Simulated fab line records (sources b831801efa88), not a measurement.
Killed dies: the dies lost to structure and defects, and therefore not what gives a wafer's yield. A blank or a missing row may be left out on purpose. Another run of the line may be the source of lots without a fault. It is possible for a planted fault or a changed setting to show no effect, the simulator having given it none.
A single fault, viewed from 2 desks | flow sfq-line | numbers are kept per desk, each desk with only its own; the story behind them comes last

THE METROLOGY DESK
What the gauges read for every lot (on any tool): the sampled wafers with a number, averaged. Any lot whose mean is over 4 standard deviations away from the usual mean is out of limits and marked OUT; that distance is given in the brackets.
Columns: A = M5_OVL at SFQ_M5_OVL_MEAS_932, usual -2 nm
lot  | first seen here | A
L718 | day 49 02:01    | -6
L725 | day 52 18:32    | 5
L726 | day 53 01:38    | -2
L727 | day 53 07:49    | -3
L739 | day 69 15:43    | -6
L741 | day 70 03:43    | 4
This desk found nothing out of limits on any of the 6 lots.

AT THE TOOL OWNER'S DESK: cmp-02
The tool's own readings at SFQ_TRILAYER_A5B_CMP_CMP_130 (polishes, stops on Nb, target thk 340.7 nm): means of the sampled wafers that have a number, for each lot that ran on this tool. Any lot whose mean is over 4 standard deviations away from the usual mean is out of limits and marked OUT; that distance is given in the brackets.
Columns: A = head-pressure-psi at SFQ_TRILAYER_A5B_CMP_CMP_130, usual 3.000 psi; B = motor-current-A at SFQ_TRILAYER_A5B_CMP_CMP_130, usual 10.1 A; C = slurry-filter-dp-kPa at SFQ_TRILAYER_A5B_CMP_CMP_130, usual 13.51 kPa
lot  | first seen here | A               | B    | C
L725 | day 53 05:09    | 2.997           | 10.1 | 13.60
L726 | day 53 15:09    | 2.892 (-15) OUT | 9.5  | 13.48
L727 | day 53 20:09    | 2.792 (-30) OUT | 9.0  | 13.49
This desk's finding: out of limits on L726, L727; first on L726, day 53 15:09 (head-pressure-psi at SFQ_TRILAYER_A5B_CMP_CMP_130). L725: within limits.

ALL TOGETHER
On L726, L727, at day 53 15:09, an alarm was possible from the tool owner's desk.
Metrology desk: nothing out of limits seen.
The metrology desk has L726, L727 on record, within its limits.
Of the lots named, all ran SFQ_TRILAYER_A5B_CMP_CMP_130 on cmp-02.

WHAT THE SIMULATOR HAD PUT IN
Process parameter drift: cmp-02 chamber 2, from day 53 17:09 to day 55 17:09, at SFQ_TRILAYER_A5B_CMP_CMP_130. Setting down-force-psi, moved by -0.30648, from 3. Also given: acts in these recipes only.
Struck lots among those shown: L726, L727.
